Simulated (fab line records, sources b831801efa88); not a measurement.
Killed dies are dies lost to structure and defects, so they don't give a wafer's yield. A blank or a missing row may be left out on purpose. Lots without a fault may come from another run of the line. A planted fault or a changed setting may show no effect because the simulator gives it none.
A struck lot beside a sound one | flow gf180mcu | 15 steps out of a route of 602
Sound: wafers L916.1, L916.3, L916.4. Struck: wafer L924.2. (L924.1, L924.3 of the same lot were not struck and are left out.) The cause comes at the end.
At each step with rows: each side's tool, then ch and its chambers, then its first start. Under that, the readings that differ: sound wafers | struck wafers | difference of the means | sigmas: that difference in standard deviations of wafers without a fault.
alike: readings whose means differ by less than 2 such deviations, and words and numbers that are the same on both sides. not compared: withheld readings, readings that some wafer has no value for, bounds like >300 that may hide the same value, and numbers for which the record gives no deviation and whose values overlap.
The two part at a step that has a row with sigmas, a row that says differs or no value, or rows on one side only. Numbers that don't overlap but have no deviation are shown without sigmas and don't part them. A reading that every wafer of one side lacks parts them only if that side has two wafers or more.

GF_STI_ETCH_13: etches the open film in CHF3/O2, stops on Si, target depth 282.31 nm, time 112.9 s.
  sound on rie_diel-03 ch 0,2,3, day 2 16:44; struck on rie_diel-03 ch 1, day 4 10:16
  alike: drypump_motor_current_A, oes_product_au, throttle_valve_pct
  not compared: rf_hours_counter_h
GF_STI_ETCH_14: etches Si in HBr/Cl2/O2, target depth 360 nm, time 102.9 s.
  sound on rie_si-01 ch 0,1,3, day 2 16:49; struck on rie_si-01 ch 3, day 4 10:20
  reading                | sound    | struck | difference | sigmas
  rf_hours_counter_h (h) | 19 96 69 | 97     | +36        |
  alike: drypump_motor_current_A, oes_product_au, throttle_valve_pct
GF_STI_STRIP_15: strips in O2/N2.
  sound on plasma_asher-03 ch 0,1, day 2 16:53; struck on plasma_asher-01 ch 0, day 4 10:25
  alike: drypump_motor_current_A, heater_power_w, n2_flow_sccm, oes_product_au, platen_temp_c, strip_time_to_endpoint_s
  not compared: rf_hours_counter_h
then, 6 steps without rows for these wafers: GF_STI_CLEAN_16 (cleans in dHF, time 25 s); GF_STI_WET_ETCH_17 (etches Si3N4 in H3PO4, target depth 45 nm, time 514 s); GF_STI_CLEAN_18 (cleans in SC1/SC2, time 150 s); GF_STI_CLEAN_19 (cleans in dHF, time 20 s); GF_STI_WET_ETCH_20 (etches SiO2 in dHF, target depth 20 nm, time 400 s); GF_STI_OXIDATION_21 (stabilise 600 s, purge 300 s, target thk 15 nm).
GF_STI_THK_MEAS_22:
  sound on film_metro-02, day 2 18:43; struck on film_metro-02, day 4 17:05
  alike: STI_OXIDATION_01_THK
then, 1 step without rows for these wafers: GF_STI_CVD_23 (deposits SiO2, target thk 650 nm, time 108.3 s).
GF_STI_THK_MEAS_24:
  sound on film_metro-03, day 2 18:51; struck on film_metro-04, day 4 17:14
  alike: STI_CVD_23_THK
GF_STI_CMP_25: polishes, stops on Si3N4, t overpolish 33 s, target thk 524.6 nm.
  sound on cmp-02 ch 0,1,3, day 2 18:55; struck on cmp-01 ch 1, day 4 17:17
  reading              | sound                | struck | difference | sigmas
  overpolish_run_s (s) | 33.011 33.015 33.005 | 27.612 | -5.398     | -99 or more
  platen_rpm (rpm)     | 59.99 60.01 60.00    | 60.15  | +0.15      | +3
  t_overpolish_s (s)   | 33 33 33             | 27.621 | -5.379     |
  alike: motor_current_A, slurry_filter_dp_kPa, time_to_endpoint_s
then, 1 step without rows for these wafers: GF_STI_WET_ETCH_26 (etches SiO2 in dHF, target depth 94 nm, time 188 s).
-- the record jumps here: 28 days lie between the struck wafers' starts before and after (it left off in module STI and takes up again in module PASSIVATION, whose first step shown is number 602 of the route) --
GF_PASSIVATION_PROBE_99:
  the record has rows for the struck wafers here (prober-01, day 32 13:18) and none for the sound ones

WHERE THEY PART
First at GF_STI_CMP_25; last, within this record, at GF_PASSIVATION_PROBE_99.

WHY: what the simulator had put in
Process parameter drift: cmp-01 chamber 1, from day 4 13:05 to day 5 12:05, at GF_STI_CMP_25. Setting t_overpolish_s, moved by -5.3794, from 33. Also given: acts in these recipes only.
